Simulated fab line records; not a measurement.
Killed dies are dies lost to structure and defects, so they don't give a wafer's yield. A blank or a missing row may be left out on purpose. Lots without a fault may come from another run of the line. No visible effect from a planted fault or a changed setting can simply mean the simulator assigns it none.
Problem report, 8D (eight disciplines) form, completed by code -- flow sky130 -- the parts of the form that need people (team, actions taken, sign-off) are left out

1. WHAT IS WRONG
Mean NWELL_RS at SKY_NWELL_RS_MEAS_29: 604.1 ohm/sq over 6 wafers in 2 lots; fault-free wafers: 625.0 ohm/sq, standard deviation 1.5. That puts it -14 standard deviations away from the usual mean.
The step: measures by four-point-probe.
Earliest sighting: wafer L559.2 on film metro-03 at day 8 17:41. At this step, 33 wafers from 11 lots have a number in the record. Rule for "out" (also "out of limits"): further than 4 standard deviations from the usual mean. The other wafers with a number count as sound.

2. WHAT IT IS; WHAT IT IS NOT
question,is,is not
which readings at this step,NWELL_RS,-
which lots,"L559, L561","L548, L549, L550, L551, L554, L555, L558, L560, L565"
which wafers of those lots,all that have a number,-
read on which gauges,"film metro-01, film metro-03",film metro-02
when,from day 8 17:41,"up to then (21 sound wafers); but 6 sound wafers of L560, L565 came after"

3. THE SUSPECTS, EACH WITH WHAT RULES IT OUT
Counting: a tool at any process step up to the reading remains a suspect when it ran all the lots that are out and ran no sound lot after the first of those.
- the gauge at SKY_NWELL_RS_MEAS_29 has been ruled out. 2 gauges (film metro-01, film metro-03) read the wafers that are out.
- implanter-02 at SKY_NWELL_IMPLANT_11: kept. Every lot that is out went through it, starting with L559 (day 7 20:37), and after that it ran no sound lot; the last sound lot it ran before then is L551 (day 6 03:53). On those wafers its own readings are out: beam energy keV.
Left after counting: implanter-02 at SKY_NWELL_IMPLANT_11.

4. THE CAUSE (what the simulator had put in)
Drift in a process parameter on implanter-02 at SKY_NWELL_IMPLANT_11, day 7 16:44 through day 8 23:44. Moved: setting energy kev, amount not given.
The count eliminated every tool but this one.

5. THE CHAIN OF EFFECTS, in route order
Each row: a reading whose mean over the struck wafers that have a number lies more than 3 standard deviations from the usual. Readings are gone through only where the record gives a usual standard deviation; hours: the median, over the lots, of the time from a lot's start at the first step in this table giving one to that lot's start at this step; sigmas: the change measured in usual standard deviations.
hours,step,reading,usual,on struck wafers,change,sigmas
0,SKY_NWELL_IMPLANT_11,beam energy keV,400.02,468.83,+68.81,+99 or more
21,SKY_NWELL_RS_MEAS_29,NWELL_RS,625.0 ohm/sq,604.1,-20.9,-14
Its process steps:
- SKY_NWELL_IMPLANT_11
Later steps that measure or inspect, where all struck wafers having a row at the step show a number for every such reading and not one has moved that far: SKY_CONTACT_CD_MEAS_14.

6. HOW IT WOULD HAVE BEEN CAUGHT EARLIER
In this record the first reading out of limits at a measuring or inspecting step was taken at day 8 17:41, 25 hours after the fault began at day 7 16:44.
At SKY_NWELL_IMPLANT_11, the tool's own readings (beam energy keV) were out on each struck wafer the step has a row for, so an alarm limit on them would have fired on the first such wafer.
Each of the lots that are out, 2 in all, had begun SKY_NWELL_IMPLANT_11 on implanter-02 no later than day 8 17:41. Holding the tool at that point would not have protected any of them.
